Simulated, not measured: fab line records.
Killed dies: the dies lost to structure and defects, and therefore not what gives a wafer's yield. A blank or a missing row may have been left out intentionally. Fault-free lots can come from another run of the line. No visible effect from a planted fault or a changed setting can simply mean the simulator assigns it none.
A struck lot beside a sound one -- flow sky130 -- 14 out of 708 route steps
Sound: these wafers, L405.1, L405.3, L405.4. Struck: wafers L409.2, L409.4, L409.5. The cause is named last.
Each step with rows lists, per side, the tool, then ch with its chambers, then its first start. Under that, the readings that differ: sound wafers -- struck wafers -- difference of the means -- sigmas: that difference in standard deviations of wafers without a fault.
alike: words and numbers the same on both sides, and readings whose means are apart by under 2 such deviations; not compared: readings that were withheld, readings missing a value for some wafer, numbers with overlapping values and no deviation given by the record, and bounds like >300 which may hide the same value.
A row with sigmas, a row that says differs or no value, or rows on one side alone: a step with any of these is where the two part. Numbers that don't overlap but have no deviation are shown without sigmas and don't part them. A reading missing from all wafers of one side parts the sides only when that side holds two or more wafers.

SKY_LDD_P_OVL_MEAS_08:
  struck on overlay-02, day 25 07:23; sound on overlay-01, day 23 06:46
  alike: LDD_P_OVL
next, for these wafers, 1 step has no rows: SKY_LDD_P_IMPLANT_09.
SKY_LDD_P_STRIP_10: strips in O2/N2.
  sound on plasma-asher-04 ch 0,1, day 23 06:58; struck on plasma-asher-02 ch 0,1, day 25 07:34
  alike: chamber-pressure-mTorr, drypump-motor-current-A, oes-product-au, strip-time-to-endpoint-s
  not compared: rf-hours-counter-h
SKY_LDD_P_TW_MEAS_11:
  struck on film-metro-02, day 25 07:41; sound on film-metro-03, day 23 07:04
reading,sound,struck,difference,sigmas
LDD_P_TW,627 628 628,643 640 647,+16,+3
then, 7 steps without rows for these wafers: SKY_LDD_HVN_DEHYDRATE_00 (time 60 s); SKY_LDD_HVN_HMDS_01 (prime time 60 s); SKY_LDD_HVN_COAT_02 (resist thk 300 nm); SKY_LDD_HVN_SOFTBAKE_03 (time 60 s); SKY_LDD_HVN_EXPOSE_04 (exposes mask HVNTM, target cd 700 nm); SKY_LDD_HVN_PEB_05; SKY_LDD_HVN_DEVELOP_06 (develop time 60 s).
SKY_LDD_HVN_OVL_MEAS_07:
  struck on overlay-01, day 26 12:49; sound on overlay-01, day 24 12:25
  alike: LDD_HVN_OVL
SKY_LDD_HVN_IMPLANT_08:
  sound on implanter-03 ch 0, day 24 12:27; struck on implanter-03 ch 0, day 26 12:53
reading,sound,struck,difference,sigmas
beam-energy-keV,59.996 60.019 60.033,61.902 61.919 61.895,+1.889,+94
model.implant.rp-nm (nm),55.24 55.24 55.24,59.36 59.36 59.36,+4.12,
model.implant.drp-nm (nm),28.15 28.15 28.15,28.92 28.92 28.92,+0.77,
SKY_LDD_HVN_STRIP_09: strips in O2/N2.
  sound on plasma-asher-04 ch 0,1, day 24 12:36; struck on plasma-asher-01 ch 0,1, day 26 13:00
reading,sound,struck,difference,sigmas
strip-time-to-endpoint-s (s),4.188 4.145 4.160,4.103 4.116 4.125,-0.050,-3
  alike: chamber-pressure-mTorr, drypump-motor-current-A, oes-product-au
  not compared: rf-hours-counter-h

## WHERE THEY PART
First at SKY_LDD_P_TW_MEAS_11; last, within this record, at SKY_LDD_HVN_STRIP_09.

WHY: what the simulator had put in
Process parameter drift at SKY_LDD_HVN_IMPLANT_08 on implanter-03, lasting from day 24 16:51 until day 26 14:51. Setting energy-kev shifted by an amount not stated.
